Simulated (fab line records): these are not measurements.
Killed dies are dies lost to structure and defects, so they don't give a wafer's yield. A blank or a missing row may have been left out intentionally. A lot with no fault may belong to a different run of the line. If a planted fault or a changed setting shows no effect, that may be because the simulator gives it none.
Chamber matching ; flow sky130 ; SKY_CAPM_CVD_00 on pecvd-02 has 3 sister chambers
The step deposits SiO2, target thk 15.5 nm. 6 wafers are shown with their chamber, then 11 later ones without.

WAFERS WITH THEIR CHAMBER
wafer;chamber;heater power w (W)
L077.1;2;542
L081.6;2;565
L085.1;1;788
L085.3;0;758
L085.5;1;816
L087.3;0;665

WAFERS WITH NO CHAMBER GIVEN
wafer;heater power w (W)
L087.4;686
L087.6;512
L088.2;768
L088.3;786
L088.6;774
L093.1;610
L093.2;723
L093.4;722
L097.2;812
L097.3;621
L097.6;613

WHICH CHAMBER EACH ONE RAN IN
wafer;from the rows above;in truth
L087.4;0;0
L087.6;2;2
L088.2;can't be placed: 1 or 0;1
L088.3;can't be placed: 1 or 0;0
L088.6;can't be placed: 1 or 0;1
L093.1;can't be placed: 2 or 0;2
L093.2;can't be placed: 0 or 1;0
L093.4;can't be placed: 0 or 1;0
L097.2;1;1
L097.3;can't be placed: 2 or 0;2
L097.6;can't be placed: 2 or 0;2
Correct placement for 3 of the 11. Can't be placed from these rows: 8 (the true chamber is among the candidates in 8). Number placed wrongly: 0.
How it was worked out, from the rows above alone: a wafer's distance from a chamber is the root of the sum, over the readings, of the square of ((its reading less the chamber's mean) divided by the reading's scatter). The wafer belongs to the nearest chamber; if the next one is less than 2 further off, it can't be placed. Each chamber's mean is taken over the wafers shown for it. The scatter is the square root of a quotient: the sum, over the shown wafers, of each reading's squared deviation from its chamber's mean, divided by wafers minus chambers.
